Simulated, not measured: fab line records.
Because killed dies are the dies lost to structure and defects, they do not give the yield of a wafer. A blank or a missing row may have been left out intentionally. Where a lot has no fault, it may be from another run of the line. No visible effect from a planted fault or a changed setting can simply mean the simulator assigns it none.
fab line records	flow gf180mcu
record: lots: 12	wafers: 36	lastDay: 34
route steps=602 shown VT_IMPLANT@135 NSD@242 PSD@261 SAB@277
lots with no fault: from the same line, run without faults
startH: hours from the record's opening day to when the first of the lot's shown wafers began	waitH: hours from the lot's prior step to this one	" repeats the value in the row above	L1.1+2: one row covering several wafers at once	- no value, or no start given	* or withheld: withheld	< > ~ a bound
route shown NAME@n: a module of which the file shows steps, and the number in the route of the first	usual: average and standard deviation across the fault-free wafers	same: alike in all rows	chamber/n: place in a boat	sites: the reading at each site	_std_site: their standard deviation	_edge_site: outer sites' mean less inner sites'	radiusMm: for every site, how far away it sits from the centre of the wafer	mask NAME#n: copy n	behind: tool/chamber where the wafer was last shaped	hold: why the lot went on hold/how many hours it stayed there/how the hold came to an end	device: transistor that didn't switch, given as n, p or np	end of line: tests of these same wafers at the route's end	a step without rows: its recipe alone	killed: dies that structure and defects cost at the first sort, which is not the same as the wafer's yield	map: per-die view of a wafer (x killed, . not killed, _ where there is no die)
set.NAME: the setting as run; set.NAME@STEP: as run at that earlier step	model.NAME: the simulator's own value behind a step, which no gauge read
route steps across a sampled set of lots; one table per step, one row per wafer
services: the hour from which a tool's chamber was out of use, counted from the record's first day as startH (under 0 if before that day), plus the number of hours and why
== steps ==
step: GF_VT_IMPLANT_RTA_45
recipe: tempC: 1050	timeS: 30	ambient: N2
usual: lampPowerPct: 38/4.2	wafer_temp_C_max: 1055.5/1.1
lot.wafer	tool	chamber	startH	waitH	lampPowerPct	wafer_temp_C_max
L495.3	rtpAnneal-02	0	172.31	0.0	41	1055.1
L495.5	"	0	"	"	41	1054.7
L495.6	"	0	"	"	41	1053.9
L496.2	rtpAnneal-02	0	174.39	0.0	41	1055.0
L496.3	"	0	"	"	42	1056.0
L496.4	"	0	"	"	41	1055.1
L497.3	rtpAnneal-02	0	185.66	0.0	41	1055.8
L497.4	"	0	"	"	41	1056.2
L497.6	"	0	"	"	41	1054.0
L498.2	rtpAnneal-01	0	189.79	0.0	33	1057.0
L498.4	"	0	"	"	33	1056.9
L498.6	"	0	"	"	33	1058.5
L499.2	rtpAnneal-01	0	195.59	0.0	33	1055.9
L499.3	"	0	"	"	33	1055.9
L499.4	"	0	"	"	33	1053.9
L501.3	rtpAnneal-02	0	213.67	0.0	41	1055.5
L501.4	"	0	"	"	41	1057.1
L501.6	"	0	"	"	41	1054.8
L502.1	rtpAnneal-01	0	219.33	0.0	33	1056.3
L502.4	"	0	"	"	33	1055.4
L502.5	"	0	"	"	33	1055.7
L510.1	rtpAnneal-02	0	276.27	0.0	41	1056.6
L510.2	"	0	"	"	41	1055.0
L510.5	"	0	"	"	41	1057.1
L511.2	rtpAnneal-01	0	276.53	0.0	33	1057.8
L511.4	"	0	"	"	33	1055.0
L511.5	"	0	"	"	33	1057.2
L512.2	rtpAnneal-02	0	283.64	0.0	41	1054.5
L512.3	"	0	"	"	42	1055.0
L512.6	"	0	"	"	41	1056.7
L514.1	rtpAnneal-01	0	298.73	0.0	33	1054.7
L514.4	"	0	"	"	33	1056.4
L514.5	"	0	"	"	33	1054.1
L515.1	rtpAnneal-02	0	311.78	0.0	41	1055.1
L515.2	"	0	"	"	41	1053.3
L515.6	"	0	"	"	41	1054.1
step: GF_NSD_CD_MEAS_07
recipe: targetCdNm: 400
usual: cdNm: 400.2/2.4
lot.wafer	tool	chamber	startH	waitH	cdNm
L495.3	cdSem-01	-	313.88	0.1	395.1
L495.5	"	-	"	"	396.5
L495.6	"	-	"	"	398.1
L496.2	cdSem-01	-	317.40	0.1	399.8
L496.3	"	-	"	"	400.7
L496.4	"	-	"	"	400.2
L497.3	cdSem-01	-	328.72	0.1	400.7
L497.4	"	-	"	"	400.6
L497.6	"	-	"	"	397.3
L498.2	cdSem-02	-	337.79	0.1	400.3
L498.4	"	-	"	"	402.1
L498.6	"	-	"	"	400.1
L499.2	cdSem-02	-	342.70	0.1	401.0
L499.3	"	-	"	"	400.8
L499.4	"	-	"	"	401.4
L501.3	cdSem-02	-	364.61	0.1	398.9
L501.4	"	-	"	"	400.1
L501.6	"	-	"	"	403.4
L502.1	cdSem-02	-	371.72	0.1	402.4
L502.4	"	-	"	"	399.1
L502.5	"	-	"	"	399.1
L510.1	cdSem-02	-	442.67	0.1	398.0
L510.2	"	-	"	"	399.2
L510.5	"	-	"	"	400.1
L511.2	cdSem-02	-	446.40	0.1	398.5
L511.4	"	-	"	"	396.8
L511.5	"	-	"	"	400.7
L512.2	cdSem-01	-	452.29	0.1	402.3
L512.3	"	-	"	"	401.4
L512.6	"	-	"	"	403.1
L514.1	cdSem-02	-	468.82	0.1	403.7
L514.4	"	-	"	"	402.3
L514.5	"	-	"	"	400.5
L515.1	cdSem-01	-	487.04	0.2	405.3
L515.2	"	-	"	"	406.5
L515.6	"	-	"	"	402.4
step: GF_PSD_RTA_13
recipe: tempC: 1025	timeS: 20	ambient: N2
usual: lampPowerPct: 35/4.1	wafer_temp_C_max: 1030.6/1.2
lot.wafer	tool	chamber	startH	waitH	lampPowerPct	wafer_temp_C_max
L495.3	rtpAnneal-01	0	335.57	0.0	31	1031.8
L495.5	"	0	"	"	31	1031.9
L495.6	"	0	"	"	31	1032.5
L496.2	rtpAnneal-02	0	338.83	0.0	40	1030.1
L496.3	"	0	"	"	40	1030.3
L496.4	"	0	"	"	40	1028.7
L497.3	rtpAnneal-01	0	351.38	0.0	31	1032.1
L497.4	"	0	"	"	31	1031.1
L497.6	"	0	"	"	31	1030.9
L498.2	rtpAnneal-01	0	360.22	0.0	31	1031.0
L498.4	"	0	"	"	31	1030.0
L498.6	"	0	"	"	31	1031.1
L499.2	rtpAnneal-02	0	365.40	0.0	40	1029.1
L499.3	"	0	"	"	40	1029.5
L499.4	"	0	"	"	40	1030.5
L501.3	rtpAnneal-02	0	388.68	0.0	40	1031.5
L501.4	"	0	"	"	40	1030.3
L501.6	"	0	"	"	40	1030.8
L502.1	rtpAnneal-02	0	395.95	0.0	40	1030.0
L502.4	"	0	"	"	40	1028.4
L502.5	"	0	"	"	40	1030.3
L510.1	rtpAnneal-01	0	468.10	0.0	29	1004.6
L510.2	"	0	"	"	29	1004.5
L510.5	"	0	"	"	29	1004.7
L511.2	rtpAnneal-01	0	470.72	0.0	29	1003.2
L511.4	"	0	"	"	29	1004.9
L511.5	"	0	"	"	29	1003.8
L512.2	rtpAnneal-02	0	477.00	0.0	40	1029.0
L512.3	"	0	"	"	40	1030.6
L512.6	"	0	"	"	40	1030.0
L514.1	rtpAnneal-02	0	494.04	0.0	40	1029.8
L514.4	"	0	"	"	40	1030.0
L514.5	"	0	"	"	40	1032.0
L515.1	rtpAnneal-02	0	511.60	0.0	40	1028.8
L515.2	"	0	"	"	40	1030.3
L515.6	"	0	"	"	40	1029.5
step: GF_PSD_RS_MEAS_14
recipe: thkMeasGauge: four-point-probe
usual: NSD_RS: 46.12/0.12
lot.wafer	tool	chamber	startH	waitH	NSD_RS[ohm/sq]
L495.3	filmMetro-04	-	335.66	0.1	46.23
L495.5	"	-	"	"	46.19
L495.6	"	-	"	"	46.08
L496.2	filmMetro-04	-	338.99	0.1	46.20
L496.3	"	-	"	"	46.19
L496.4	"	-	"	"	46.23
L497.3	filmMetro-03	-	351.48	0.1	46.11
L497.4	"	-	"	"	46.11
L497.6	"	-	"	"	46.15
L498.2	filmMetro-01	-	360.31	0.1	46.19
L498.4	"	-	"	"	46.18
L498.6	"	-	"	"	46.19
L499.2	filmMetro-04	-	365.49	0.1	46.26
L499.3	"	-	"	"	46.22
L499.4	"	-	"	"	46.26
L501.3	filmMetro-01	-	388.78	0.1	45.96
L501.4	"	-	"	"	45.90
L501.6	"	-	"	"	45.89
L502.1	filmMetro-01	-	396.03	0.1	46.05
L502.4	"	-	"	"	45.98
L502.5	"	-	"	"	45.87
L510.1	filmMetro-01	-	468.18	0.1	49.48
L510.2	"	-	"	"	49.45
L510.5	"	-	"	"	49.48
L511.2	filmMetro-04	-	470.81	0.1	49.72
L511.4	"	-	"	"	49.75
L511.5	"	-	"	"	49.73
L512.2	filmMetro-03	-	477.09	0.1	46.10
L512.3	"	-	"	"	46.13
L512.6	"	-	"	"	46.23
L514.1	filmMetro-04	-	494.12	0.1	46.17
L514.4	"	-	"	"	46.14
L514.5	"	-	"	"	46.17
L515.1	filmMetro-01	-	511.68	0.1	45.95
L515.2	"	-	"	"	46.09
L515.6	"	-	"	"	46.05
step: GF_PSD_RS_MEAS_15
recipe: thkMeasGauge: four-point-probe
usual: PSD_RS: 108.5/0.33
lot.wafer	tool	chamber	startH	waitH	PSD_RS[ohm/sq]
L495.3	filmMetro-04	-	335.78	0.1	109.1
L495.5	"	-	"	"	108.9
L495.6	"	-	"	"	108.8
L496.2	filmMetro-04	-	339.11	0.1	109.0
L496.3	"	-	"	"	108.7
L496.4	"	-	"	"	109.1
L497.3	filmMetro-03	-	351.60	0.1	109.0
L497.4	"	-	"	"	108.7
L497.6	"	-	"	"	109.1
L498.2	filmMetro-01	-	360.43	0.1	108.7
L498.4	"	-	"	"	108.9
L498.6	"	-	"	"	108.7
L499.2	filmMetro-04	-	365.61	0.1	108.8
L499.3	"	-	"	"	108.9
L499.4	"	-	"	"	108.9
L501.3	filmMetro-01	-	388.90	0.1	108.2
L501.4	"	-	"	"	107.9
L501.6	"	-	"	"	108.1
L502.1	filmMetro-01	-	396.15	0.1	108.8
L502.4	"	-	"	"	108.0
L502.5	"	-	"	"	108.4
L510.1	filmMetro-01	-	468.30	0.1	126.5
L510.2	"	-	"	"	126.3
L510.5	"	-	"	"	126.3
L511.2	filmMetro-04	-	470.93	0.1	126.9
L511.4	"	-	"	"	127.3
L511.5	"	-	"	"	127.1
L512.2	filmMetro-03	-	477.21	0.1	108.8
L512.3	"	-	"	"	108.8
L512.6	"	-	"	"	109.2
L514.1	filmMetro-04	-	494.24	0.1	109.0
L514.4	"	-	"	"	108.8
L514.5	"	-	"	"	108.6
L515.1	filmMetro-01	-	511.80	0.1	108.1
L515.2	"	-	"	"	108.7
L515.6	"	-	"	"	108.7
step: GF_SAB_STRIP_13
recipe: chemistry: O2/N2	powerW: 1400	pressureMtorr: 1500	platenTempC: 250	o2FlowSccm: 3000	n2FlowSccm: 300	overashFraction: 0.5
usual: drypumpMotorCurrentA: 5.9/0.31	heaterPowerW: 338/36	oesProductAu: 0.709/0.0046	stripTimeToEndpointS: 12.60/0.033
lot.wafer	tool	chamber	startH	waitH	drypumpMotorCurrentA	heaterPowerW	oesProductAu	rfHoursCounterH	stripTimeToEndpointS
L495.3	plasmaAsher-03	0	357.37	0.0	6.4	355	0.708	-	12.61
L495.5	"	0	"	"	6.4	362	0.708	-	12.63
L495.6	"	1	"	"	5.6	312	0.717	-	12.61
L496.2	plasmaAsher-03	1	362.13	0.0	5.6	298	0.712	26	12.61
L496.3	"	0	"	"	6.4	359	0.703	-	12.62
L496.4	"	1	"	"	5.6	318	0.706	-	12.63
L497.3	plasmaAsher-02	0	373.66	0.0	5.6	313	0.708	-	12.63
L497.4	"	1	"	"	6.0	344	0.700	-	12.62
L497.6	"	1	"	"	6.0	350	0.710	-	12.62
L498.2	plasmaAsher-02	0	383.08	0.0	5.6	306	0.714	65	12.60
L498.4	"	1	"	"	6.0	353	0.704	-	12.58
L498.6	"	0	"	"	5.6	317	0.714	-	12.57
L499.2	plasmaAsher-02	1	388.78	0.0	6.0	338	0.711	66	12.60
L499.3	"	0	"	"	5.6	305	0.706	-	12.58
L499.4	"	1	"	"	6.0	356	0.708	-	12.62
L501.3	plasmaAsher-02	0	412.52	0.0	5.6	322	0.708	-	12.63
L501.4	"	1	"	"	6.0	347	0.714	-	12.67
L501.6	"	0	"	"	5.6	318	0.712	-	12.66
L502.1	plasmaAsher-02	0	420.17	0.0	5.6	311	0.702	70	12.52
L502.4	"	0	"	"	5.6	319	0.705	-	12.56
L502.5	"	1	"	"	6.0	346	0.713	-	12.56
L510.1	plasmaAsher-03	0	491.99	0.0	6.4	349	0.714	40	12.56
L510.2	"	1	"	"	5.6	307	0.710	40	12.62
L510.5	"	1	"	"	5.6	303	0.712	-	12.66
L511.2	plasmaAsher-02	1	495.08	0.0	6.0	350	0.704	77	12.56
L511.4	"	1	"	"	6.0	352	0.714	-	12.57
L511.5	"	0	"	"	5.6	311	0.710	-	12.59
L512.2	plasmaAsher-01	1	501.20	0.0	6.1	417	0.706	7	12.57
L512.3	"	1	"	"	6.1	425	0.714	-	12.63
L512.6	"	0	"	"	6.3	312	0.709	-	12.62
L514.1	plasmaAsher-02	1	517.65	0.0	6.0	346	0.710	80	12.62
L514.4	"	1	"	"	6.0	349	0.713	-	12.65
L514.5	"	0	"	"	5.6	314	0.712	-	12.59
L515.1	plasmaAsher-01	1	534.68	0.0	6.1	433	0.708	11	12.58
L515.2	"	0	"	"	6.3	302	0.710	11	12.54
L515.6	"	1	"	"	6.1	424	0.712	-	12.60
== services ==
tool	chamber	startH	hours	kind
plasmaAsher-03	-	197.43	6.9	repair
plasmaAsher-03	-	227.18	2.8	pm
plasmaAsher-01	-	240.03	42.7	repair
plasmaAsher-02	-	286.77	5.9	repair
rtpAnneal-01	-	339.03	3.8	pm
plasmaAsher-01	-	340.60	1.1	repair
plasmaAsher-01	-	344.27	54.7	repair
rtpAnneal-01	-	357.76	1.3	pm
plasmaAsher-03	-	389.78	2.5	repair
plasmaAsher-01	-	421.25	9.0	pm
plasmaAsher-01	0	421.25	9.0	ventCycle
plasmaAsher-01	1	421.25	9.0	ventCycle
plasmaAsher-01	0	430.25	-	clean
plasmaAsher-01	1	430.25	-	clean
plasmaAsher-02	-	439.13	2.3	repair
== key ==
firstSign: step: GF_PSD_RTA_13	reading: wafer_temp_C_max	direction: down	sigmas: 23	usual: *	struck: *
effect: step: GF_PSD_RS_MEAS_14	reading: NSD_RS	direction: up	sigmas: 30	usual: 46.12	struck: 49.60
effect: step: GF_PSD_RS_MEAS_15	reading: PSD_RS	direction: up	sigmas: 55	usual: 108.5	struck: 126.7
metAt GF_PSD_RTA_13
struckLots L510,L511
testerLeftOut L510,L511
notActingAt GF_VT_IMPLANT_RTA_45,GF_NSD_CD_MEAS_07,GF_SAB_STRIP_13
onsetBetween 360.22 468.10
fault: kind: processParameterDrift	tool: rtpAnneal-01	chamber: -	onsetH: 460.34	steps: GF_PSD_RTA_13	channel: tempC	offset: *	shape: step	endH: 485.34	actsIn: *	stated: *
testerLeftOut: of these lots the tester's yield and bins aren't shown, on N5 and GAA mostly nor the transistor test; their killed dies are dies lost to structure and defects alone, not to doping, threshold or leakage, so they don't give the yield
